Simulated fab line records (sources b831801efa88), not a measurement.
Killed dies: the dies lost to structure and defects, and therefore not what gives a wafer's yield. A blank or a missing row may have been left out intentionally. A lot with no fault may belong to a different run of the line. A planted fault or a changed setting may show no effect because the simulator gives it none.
fab line records	flow sky130
record: lots: 7	wafers: 21	last_day: 50
route steps=708 shown GATE_OXIDE@196 POLY_GATE@204 RES_PROTECT@206 PAD_OPEN@708
lots that met no fault: taken from a fault-free run of the same line
start_h: the number of hours between the record's first day and the start of the first shown wafer of the lot	wait_h: hours from the lot's prior step to this one	" same as the row above	L1.1+2: one row covering several wafers at once	- value missing, or start not given	* or withheld: withheld	< > ~ a bound
route shown NAME@n: a module of which the file shows steps, and the number in the route of the first	usual: average and standard deviation across the fault-free wafers	same: alike in all rows	chamber/n: place in a boat	sites: readings site by site	_std_site: their standard deviation	_edge_site: mean of outer sites minus mean of inner sites	radius_mm: how far each site lies from the wafer's centre	mask NAME#n: copy n	behind: the last tool/chamber to shape the wafer	hold: what put the lot on hold/how long, in hours/how the hold closed	device: whichever transistor did not switch (one of n, p or np)	end of line: tests run on the same wafers once the route is complete	for a step that has no rows: nothing shown but its recipe	killed: count of dies lost to structure and defects at first sort (not the wafer's yield)	map: shows each die of a wafer: x if killed, . if not, _ if none is there
set.NAME: setting as actually run; set.NAME@STEP: the setting as run at that earlier step	model.NAME: the simulator's own value behind a step, which no gauge read
lots at selected steps of the route; one table per step, one row per wafer
services: from which hour (start_h, from the record's first day; less than 0 if before it) a tool's chamber was out of use, for how many hours, and why
== steps ==
step: SKY_GATE_OXIDE_DEVELOP_09
recipe: resist: NOVOLAK	developer: TMAH	develop_time_s: 60	dev_temp_c: 23
step: SKY_GATE_OXIDE_OVL_MEAS_10
usual: GATE_OXIDE_OVL: -0.2/1.5
lot.wafer	tool	chamber	start_h	wait_h	GATE_OXIDE_OVL[nm]
L182.4	overlay-01	-	336.59	0.1	2.3
L182.5	"	-	"	"	0.4
L182.6	"	-	"	"	-0.4
L185.1	overlay-01	-	363.72	0.1	0.6
L185.3	"	-	"	"	-0.9
L185.5	"	-	"	"	2.2
L188.1	overlay-01	-	413.89	0.1	-0.3
L188.2	"	-	"	"	0.6
L188.4	"	-	"	"	-0.3
L194.1	overlay-01	-	451.10	0.1	0.8
L194.4	"	-	"	"	2.0
L194.5	"	-	"	"	-1.0
L197.2	overlay-01	-	485.01	0.1	-0.1
L197.3	"	-	"	"	-1.2
L197.4	"	-	"	"	-0.8
L198.1	overlay-01	-	489.12	0.1	-3.0
L198.2	"	-	"	"	-2.0
L198.5	"	-	"	"	-0.3
L199.1	overlay-02	-	497.75	0.1	-2.4
L199.2	"	-	"	"	-1.6
L199.5	"	-	"	"	-1.9
step: SKY_GATE_OXIDE_IMPLANT_11
recipe: species: B	energy_kev: 10	dose_cm2: 2.6e+12	tilt_deg: withheld
step: SKY_GATE_OXIDE_WET_ETCH_12
recipe: chemistry: dHF	target_depth_nm: 16.8	dry: n2_spin	target: SiO2	dilution: 100:1	temp_c: 25	time_s: 336
step: SKY_GATE_OXIDE_STRIP_13
recipe: chemistry: O2/N2	power_w: 1400	pressure_mtorr: 1500	platen_temp_c: withheld	o2_flow_sccm: 3000	n2_flow_sccm: 300	overash_fraction: 0.5
usual: chamber_pressure_mTorr: 1500.1/1.4	drypump_motor_current_A: 5.7/0.48	n2_flow_sccm: 300.0/0.85	oes_product_au: 0.716/0.0048	strip_time_to_endpoint_s: 14.20/0.037
lot.wafer	tool	chamber	start_h	wait_h	chamber_pressure_mTorr	drypump_motor_current_A	n2_flow_sccm	oes_product_au	rf_hours_counter_h	strip_time_to_endpoint_s
L182.4	plasma_asher-04	0	336.89	0.0	1497.8	5.9	300.5	0.710	-	14.15
L182.5	"	1	"	"	1498.3	6.0	299.8	0.723	-	14.23
L182.6	"	0	"	"	1502.7	5.9	301.3	0.718	-	14.22
L185.1	plasma_asher-04	0	364.13	0.0	1501.0	5.9	299.9	0.714	66	14.26
L185.3	"	0	"	"	1502.9	5.8	300.3	0.717	-	14.23
L185.5	"	1	"	"	1503.2	6.0	299.5	0.708	-	14.24
L188.1	plasma_asher-04	0	414.18	0.0	1500.2	5.9	300.1	0.712	70	14.21
L188.2	"	1	"	"	1500.8	6.0	300.9	0.711	70	14.20
L188.4	"	0	"	"	1499.7	5.9	299.7	0.723	-	14.21
L194.1	plasma_asher-03	1	451.49	0.0	1499.0	5.8	300.1	0.713	62	14.23
L194.4	"	1	"	"	1497.8	5.7	300.9	0.712	-	14.19
L194.5	"	1	"	"	1500.9	5.8	300.2	0.714	-	14.24
L197.2	plasma_asher-01	0	485.29	0.0	1499.9	4.8	298.9	0.714	80	14.20
L197.3	"	1	"	"	1501.2	6.2	300.6	0.714	-	14.24
L197.4	"	0	"	"	1499.3	4.8	299.6	0.714	-	14.25
L198.1	plasma_asher-01	1	489.41	0.0	1501.2	6.2	299.1	0.723	81	14.18
L198.2	"	0	"	"	1501.8	4.8	299.1	0.714	81	14.21
L198.5	"	0	"	"	1502.6	4.9	299.9	0.708	-	14.20
L199.1	plasma_asher-04	0	498.04	0.0	1501.4	5.9	300.9	0.713	7	14.17
L199.2	"	1	"	"	1503.9	6.0	299.0	0.716	7	14.21
L199.5	"	1	"	"	1499.4	6.0	299.1	0.714	-	14.16
step: SKY_GATE_OXIDE_TW_MEAS_14
usual: GATE_OXIDE_TW: 226.3/2.1
lot.wafer	tool	chamber	start_h	wait_h	GATE_OXIDE_TW
L182.4	film_metro-03	-	336.99	0.1	228.6
L182.5	"	-	"	"	228.0
L182.6	"	-	"	"	228.5
L185.1	film_metro-02	-	364.23	0.1	224.2
L185.3	"	-	"	"	223.7
L185.5	"	-	"	"	224.6
L188.1	film_metro-03	-	414.28	0.1	229.6
L188.2	"	-	"	"	229.9
L188.4	"	-	"	"	230.6
L194.1	film_metro-02	-	451.59	0.1	224.6
L194.4	"	-	"	"	224.7
L194.5	"	-	"	"	225.1
L197.2	film_metro-01	-	485.40	0.1	224.7
L197.3	"	-	"	"	224.9
L197.4	"	-	"	"	224.3
L198.1	film_metro-01	-	489.51	0.1	224.6
L198.2	"	-	"	"	224.4
L198.5	"	-	"	"	225.3
L199.1	film_metro-02	-	498.14	0.1	224.6
L199.2	"	-	"	"	225.0
L199.5	"	-	"	"	224.5
step: SKY_GATE_OXIDE_CLEAN_15
recipe: chemistry: SC1/SC2	mix: 1:4:20	temp_c: 70	time_s: 150	dry: n2_spin
step: SKY_GATE_OXIDE_OXIDATION_16
recipe: temp_c: 800	ambient: O2	idle_temp_c: 700	ramp_up_c_per_min: 10	ramp_down_c_per_min: 3	stabilise_s: 600	purge_s: 300	target_thk_a: 35.7	ox_time_s: 1915
step: SKY_POLY_GATE_CVD_00
recipe: material: poly-Si	target_thk_nm: 180	temp_c: 620	time_s: 720	pressure_mtorr: 200
step: SKY_POLY_GATE_THK_MEAS_01
recipe: reads: poly-Si_of_POLY_GATE_CVD_00
usual: POLY_GATE_CVD_00_THK: 180.2/1.5
lot.wafer	tool	chamber	start_h	wait_h	POLY_GATE_CVD_00_THK[nm]
L182.4	film_metro-02	-	340.15	0.0	180.4
L182.5	"	-	"	"	178.7
L182.6	"	-	"	"	180.0
L185.1	film_metro-03	-	368.36	0.0	179.8
L185.3	"	-	"	"	180.7
L185.5	"	-	"	"	181.5
L188.1	film_metro-03	-	417.12	0.0	181.7
L188.2	"	-	"	"	179.7
L188.4	"	-	"	"	182.4
L194.1	film_metro-04	-	454.44	0.0	180.8
L194.4	"	-	"	"	180.1
L194.5	"	-	"	"	180.9
L197.2	film_metro-02	-	488.24	0.0	182.7
L197.3	"	-	"	"	182.8
L197.4	"	-	"	"	183.3
L198.1	film_metro-04	-	492.35	0.0	180.9
L198.2	"	-	"	"	181.8
L198.5	"	-	"	"	179.7
L199.1	film_metro-04	-	500.99	0.0	180.1
L199.2	"	-	"	"	181.2
L199.5	"	-	"	"	179.6
step: SKY_RES_PROTECT_DEHYDRATE_00
recipe: temp_c: 200	time_s: 60
step: SKY_RES_PROTECT_HMDS_01
recipe: prime_time_s: 60	prime_temp_c: 120
step: SKY_RES_PROTECT_COAT_02
recipe: resist: NOVOLAK	spin_rpm: 3000	resist_thk_nm: 1140
lot.wafer	tool	chamber	start_h	wait_h	model.NOVOLAK_of_RES_PROTECT_COAT_02.thk_nm
L182.4	litho_track-02	0	353.47	0.1	1145
L182.5	"	0	"	"	1148
L182.6	"	0	"	"	1149
L185.1	litho_track-04	0	381.97	0.1	1135
L185.3	"	0	"	"	1139
L185.5	"	0	"	"	1137
L188.1	litho_track-04	0	432.27	0.1	1139
L188.2	"	0	"	"	1143
L188.4	"	0	"	"	1140
L194.1	litho_track-02	0	470.14	0.1	1139
L194.4	"	0	"	"	1140
L194.5	"	0	"	"	1141
L197.2	litho_track-04	0	503.79	0.1	1218
L197.3	"	0	"	"	1216
L197.4	"	0	"	"	1215
L198.1	litho_track-04	0	507.87	0.1	1221
L198.2	"	0	"	"	1218
L198.5	"	0	"	"	1224
L199.1+2	litho_track-04	0	515.32	0.1	1215
L199.5	"	0	"	"	1218
step: SKY_RES_PROTECT_SOFTBAKE_03
recipe: temp_c: 90	time_s: 60	resist: NOVOLAK
step: SKY_RES_PROTECT_EXPOSE_04
recipe: mask_id: RPM	na: 0.6	source_shape: conventional	sigma_outer: 0.6	polarization: unpolarized	target_cd_nm: 1270	dose_mj: 131
step: SKY_RES_PROTECT_PEB_05
recipe: temp_c: withheld	time_s: *	resist: NOVOLAK
step: SKY_RES_PROTECT_DEVELOP_06
recipe: resist: NOVOLAK	developer: TMAH	develop_time_s: 60	dev_temp_c: 23
lot.wafer	tool	chamber	start_h	wait_h	model.NOVOLAK_of_RES_PROTECT_COAT_02.thk_nm
L182.4	litho_track-04	0	367.15	0.1	1145
L182.5	"	0	"	"	1148
L182.6	"	0	"	"	1149
L185.1	litho_track-04	0	396.32	0.1	1134
L185.3	"	0	"	"	1139
L185.5	"	0	"	"	1137
L188.1	litho_track-03	0	448.10	0.1	1138
L188.2	"	0	"	"	1143
L188.4	"	0	"	"	1139
L194.1	litho_track-03	0	484.65	0.1	1138
L194.4	"	0	"	"	1139
L194.5	"	0	"	"	1141
L197.2	litho_track-02	0	519.32	0.1	1218
L197.3	"	0	"	"	1215
L197.4	"	0	"	"	1214
L198.1	litho_track-03	0	523.35	0.1	1220
L198.2	"	0	"	"	1217
L198.5	"	0	"	"	1223
L199.1+2	litho_track-03	0	530.75	0.1	1214
L199.5	"	0	"	"	1218
step: SKY_POLY_GATE_IMPLANT_02
recipe: species: P	energy_kev: 30	dose_cm2: 7.7e+15	tilt_deg: 0
step: SKY_RES_PROTECT_STRIP_07
recipe: chemistry: O2/N2	power_w: 1400	pressure_mtorr: 1500	platen_temp_c: withheld	o2_flow_sccm: 3000	n2_flow_sccm: 300	overash_fraction: 0.5
usual: chamber_pressure_mTorr: 1499.8/1.3	drypump_motor_current_A: 5.5/0.41	n2_flow_sccm: 300.1/0.9	oes_product_au: 0.517/0.0046	strip_time_to_endpoint_s: 23.32/0.05
lot.wafer	tool	chamber	start_h	wait_h	chamber_pressure_mTorr	drypump_motor_current_A	n2_flow_sccm	oes_product_au	rf_hours_counter_h	strip_time_to_endpoint_s
L182.4	plasma_asher-03	1	367.40	0.1	1500.0	5.8	299.0	0.513	-	23.36
L182.5	"	0	"	"	1502.1	5.4	299.5	0.521	-	23.41
L182.6	"	1	"	"	1498.9	5.8	299.8	0.520	-	23.42
L185.1	plasma_asher-01	1	396.62	0.1	1499.2	6.3	299.7	0.511	71	23.23
L185.3	"	0	"	"	1500.0	4.8	298.5	0.510	-	23.28
L185.5	"	0	"	"	1501.0	4.8	300.0	0.515	-	23.25
L188.1	plasma_asher-01	1	448.40	0.1	1500.4	6.2	301.8	0.520	76	23.27
L188.2	"	0	"	"	1500.6	4.9	300.9	0.504	76	23.33
L188.4	"	1	"	"	1501.3	6.2	301.0	0.519	-	23.30
L194.1	plasma_asher-03	0	484.95	0.1	1501.7	5.4	299.7	0.520	65	23.27
L194.4	"	0	"	"	1499.7	5.4	299.9	0.517	-	23.27
L194.5	"	1	"	"	1499.9	5.8	300.5	0.516	-	23.29
L197.2	plasma_asher-02	0	519.60	0.1	1499.3	5.3	300.3	0.525	40	24.16
L197.3	"	1	"	"	1500.1	5.4	298.9	0.522	-	24.11
L197.4	"	0	"	"	1500.5	5.3	299.9	0.534	-	24.12
L198.1	plasma_asher-02	1	523.65	0.1	1499.0	5.4	298.5	0.530	41	24.19
L198.2	"	0	"	"	1497.9	5.3	299.6	0.527	41	24.15
L198.5	"	0	"	"	1497.7	5.3	300.4	0.523	-	24.22
L199.1	plasma_asher-01	0	531.05	0.1	1501.7	4.8	299.6	0.522	85	24.11
L199.2	"	1	"	"	1500.1	6.2	299.8	0.522	85	24.12
L199.5	"	1	"	"	1501.0	6.2	300.0	0.528	-	24.16
step: SKY_RES_PROTECT_TW_MEAS_08
usual: POLY_GATE_TW: 4077/41
lot.wafer	tool	chamber	start_h	wait_h	POLY_GATE_TW
L182.4	film_metro-04	-	367.50	0.1	4019
L182.5	"	-	"	"	4018
L182.6	"	-	"	"	4048
L185.1	film_metro-03	-	396.72	0.1	4180
L185.3	"	-	"	"	4127
L185.5	"	-	"	"	4137
L188.1	film_metro-03	-	448.50	0.1	4116
L188.2	"	-	"	"	4083
L188.4	"	-	"	"	4090
L194.1	film_metro-01	-	485.05	0.1	4066
L194.4	"	-	"	"	4052
L194.5	"	-	"	"	4032
L197.2	film_metro-01	-	519.71	0.1	4078
L197.3	"	-	"	"	4074
L197.4	"	-	"	"	4063
L198.1	film_metro-01	-	523.75	0.1	4089
L198.2	"	-	"	"	4079
L198.5	"	-	"	"	4119
L199.1	film_metro-01	-	531.15	0.1	4092
L199.2	"	-	"	"	4086
L199.5	"	-	"	"	4067
step: SKY_PAD_OPEN_PROBE_99
usual: killed_at_M0_to_M3: 43/7	killed_at_M4_up: 3.5/1.9	killed_at_contacts: 24/5.3	killed_at_front_end: 15/4.4	killed_at_other: 0.3/0.69	killed_dies: 87/9.7	killed_open: 48/7	killed_short: 39/6.4
same: gross_dies: 492	killed_at_back_side: 0
lot.wafer	tool	chamber	start_h	wait_h	killed_at_M0_to_M3	killed_at_M4_up	killed_at_contacts	killed_at_front_end	killed_at_other	killed_dies	killed_open	killed_short
L185.1	prober-02	-	1121.30	0.1	43	3	21	15	0	82	41	41
L185.3	prober-02	-	1121.40	0.2	34	5	26	11	0	76	40	36
L185.5	prober-02	-	1121.50	0.2	28	3	16	10	0	57	33	24
L188.1	prober-01	-	1146.38	0.1	51	8	18	18	2	97	48	47
L188.2	prober-01	-	1146.43	0.1	46	10	21	16	1	94	49	44
L188.4	prober-01	-	1146.53	0.2	44	5	17	20	1	87	38	48
L194.1	prober-02	-	1168.87	0.1	49	2	23	15	0	89	42	46
L194.4	prober-02	-	1169.02	0.2	45	3	25	16	1	90	46	43
L194.5	prober-02	-	1169.07	0.2	49	3	17	14	0	83	37	46
L197.2	prober-01	-	1188.82	0.1	46	4	34	18	0	102	52	49
L197.3	prober-01	-	1188.87	0.2	43	2	33	7	1	86	55	31
L197.4	prober-01	-	1188.92	0.2	56	5	25	12	0	98	53	45
L199.1	prober-01	-	1194.54	0.1	43	2	22	10	1	78	52	26
L199.2	prober-01	-	1194.59	0.1	48	6	33	15	0	102	60	42
L199.5	prober-01	-	1194.74	0.2	37	3	31	18	0	89	47	42
killed by level:class
L185.1 VIA1:geometric_particle:open=8 METAL2:geometric_particle:short=8 LOCAL_INTERCONNECT:geometric_particle:short=7 CONTACT:geometric_particle:open=7 VIA1:geometric_particle:short=6 VIA3:geometric_particle:open=6 POLY_GATE:geometric_particle:open=4 VIA2:geometric_particle:open=4
L185.3 CONTACT:geometric_particle:open=9 VIA1:geometric_particle:open=6 VIA2:geometric_particle:open=6 METAL2:geometric_particle:short=5 LOCAL_INTERCONNECT:geometric_particle:short=5 CONTACT:geometric_particle:short=5 VIA3:geometric_particle:open=5 FIELD_ISO:geometric_particle:open=4
L185.5 VIA1:geometric_particle:open=14 LI_CONTACT:geometric_particle:open=7 CONTACT:geometric_particle:open=5 FIELD_ISO:geometric_particle:short=4 METAL1:geometric_particle:short=3 METAL2:geometric_particle:short=3 POLY_GATE:geometric_particle:short=2 LI_CONTACT:geometric_particle:short=2
L188.1 VIA1:geometric_particle:open=12 METAL2:geometric_particle:short=9 VIA3:geometric_particle:open=8 METAL4:geometric_particle:short=6 LI_CONTACT:geometric_particle:open=6 VIA2:geometric_particle:open=6 POLY_GATE:geometric_particle:short=5 CONTACT:geometric_particle:open=5
L188.2 VIA3:geometric_particle:open=13 LI_CONTACT:geometric_particle:open=11 METAL2:geometric_particle:short=8 VIA2:geometric_particle:short=7 METAL4:geometric_particle:short=6 VIA1:geometric_particle:open=5 FIELD_ISO:geometric_particle:short=4 CONTACT:geometric_particle:open=4
L188.4 METAL1:geometric_particle:short=9 FIELD_ISO:geometric_particle:short=8 CONTACT:geometric_particle:open=7 VIA3:geometric_particle:open=7 VIA2:geometric_particle:open=6 SPACER:geometric_particle:short=4 LI_CONTACT:geometric_particle:open=4 CONTACT:geometric_particle:short=4
L194.1 VIA1:geometric_particle:open=11 METAL2:geometric_particle:short=8 CONTACT:geometric_particle:open=8 LOCAL_INTERCONNECT:geometric_particle:short=7 VIA2:geometric_particle:open=7 POLY_GATE:geometric_particle:short=6 VIA1:geometric_particle:short=5 VIA3:geometric_particle:short=5
L194.4 CONTACT:geometric_particle:open=13 VIA3:geometric_particle:open=9 VIA1:geometric_particle:open=9 METAL1:geometric_particle:short=9 CONTACT:geometric_particle:short=6 FIELD_ISO:geometric_particle:short=5 METAL2:geometric_particle:short=5 FIELD_ISO:geometric_particle:open=4
L194.5 VIA1:geometric_particle:open=10 VIA1:geometric_particle:short=9 CONTACT:geometric_particle:open=6 METAL2:geometric_particle:short=6 VIA3:geometric_particle:open=5 FIELD_ISO:geometric_particle:open=4 POLY_GATE:geometric_particle:short=4 CONTACT:geometric_particle:short=4
L197.2 CONTACT:geometric_particle:open=18 VIA1:geometric_particle:open=7 METAL2:geometric_particle:short=7 VIA3:geometric_particle:open=7 VIA1:geometric_particle:short=6 LI_CONTACT:geometric_particle:short=5 LI_CONTACT:geometric_particle:open=5 VIA2:geometric_particle:short=5
L197.3 CONTACT:geometric_particle:open=10 LI_CONTACT:geometric_particle:open=9 VIA1:geometric_particle:open=9 VIA2:geometric_particle:open=8 CONTACT:geometric_particle:short=6 VIA3:geometric_particle:open=6 POLY_GATE:geometric_particle:open=4 VIA1:geometric_particle:short=4
L197.4 VIA1:geometric_particle:open=18 CONTACT:geometric_particle:open=9 CONTACT:geometric_particle:short=7 METAL2:geometric_particle:short=7 METAL1:geometric_particle:short=6 VIA2:geometric_particle:open=6 VIA3:geometric_particle:open=6 VIA1:geometric_particle:short=5
L199.1 VIA1:geometric_particle:open=11 CONTACT:geometric_particle:open=9 VIA1:geometric_particle:short=9 LI_CONTACT:geometric_particle:open=7 VIA2:geometric_particle:open=6 VIA3:geometric_particle:open=6 CONTACT:geometric_particle:short=4 FIELD_ISO:geometric_particle:open=3
L199.2 VIA1:geometric_particle:open=16 CONTACT:geometric_particle:open=16 LI_CONTACT:geometric_particle:open=7 METAL4:geometric_particle:short=6 VIA2:geometric_particle:open=6 FIELD_ISO:geometric_particle:open=5 LOCAL_INTERCONNECT:geometric_particle:short=5 METAL1:geometric_particle:short=5
L199.5 LI_CONTACT:geometric_particle:open=11 CONTACT:geometric_particle:open=8 VIA1:geometric_particle:open=8 CONTACT:geometric_particle:short=7 METAL1:geometric_particle:short=7 VIA3:geometric_particle:open=6 VIA2:geometric_particle:open=5 FIELD_ISO:geometric_particle:short=4
== services ==
tool	chamber	start_h	hours	kind
plasma_asher-02	-	327.33	0.5	repair
plasma_asher-04	-	400.43	1.9	repair
plasma_asher-04	-	421.25	9.0	pm
plasma_asher-04	0	421.25	9.0	vent_cycle
plasma_asher-04	1	421.25	9.0	vent_cycle
plasma_asher-04	0	430.25	-	clean
plasma_asher-04	1	430.25	-	clean
plasma_asher-01	-	463.48	1.9	repair
plasma_asher-03	-	469.04	2.8	pm
plasma_asher-01	-	515.63	0.7	repair
== key ==
first_sign: step: SKY_RES_PROTECT_STRIP_07	reading: strip_time_to_endpoint_s	direction: up	sigmas: 17	usual: *	struck: *
effect none on later readings
model_effect: step: SKY_RES_PROTECT_COAT_02	value: NOVOLAK_of_RES_PROTECT_COAT_02.thk_nm	without: 1139	struck: 1218
model_effect: step: SKY_RES_PROTECT_DEVELOP_06	value: NOVOLAK_of_RES_PROTECT_COAT_02.thk_nm	without: 1139	struck: 1217
met_at SKY_RES_PROTECT_COAT_02
struck_wafers L197.2,L197.3,L197.4,L198.1,L198.2,L198.5,L199.1,L199.2,L199.5
tester_left_out L197,L198,L199
onset_between 432.27 503.79
also_fits time
fault: kind: process_parameter_drift	tool: litho_track-04	chamber: -	onset_h: 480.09	steps: SKY_RES_PROTECT_COAT_02	channel: resist_thk_nm	offset: 78.188	shape: step	end_h: 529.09	acts_in: these_recipes_only	stated: 1140
tester_left_out: of these lots the tester's yield and bins aren't shown, on N5 and GAA mostly nor the transistor test; their killed dies are dies lost to structure and defects alone, not to doping, threshold or leakage, so they don't give the yield
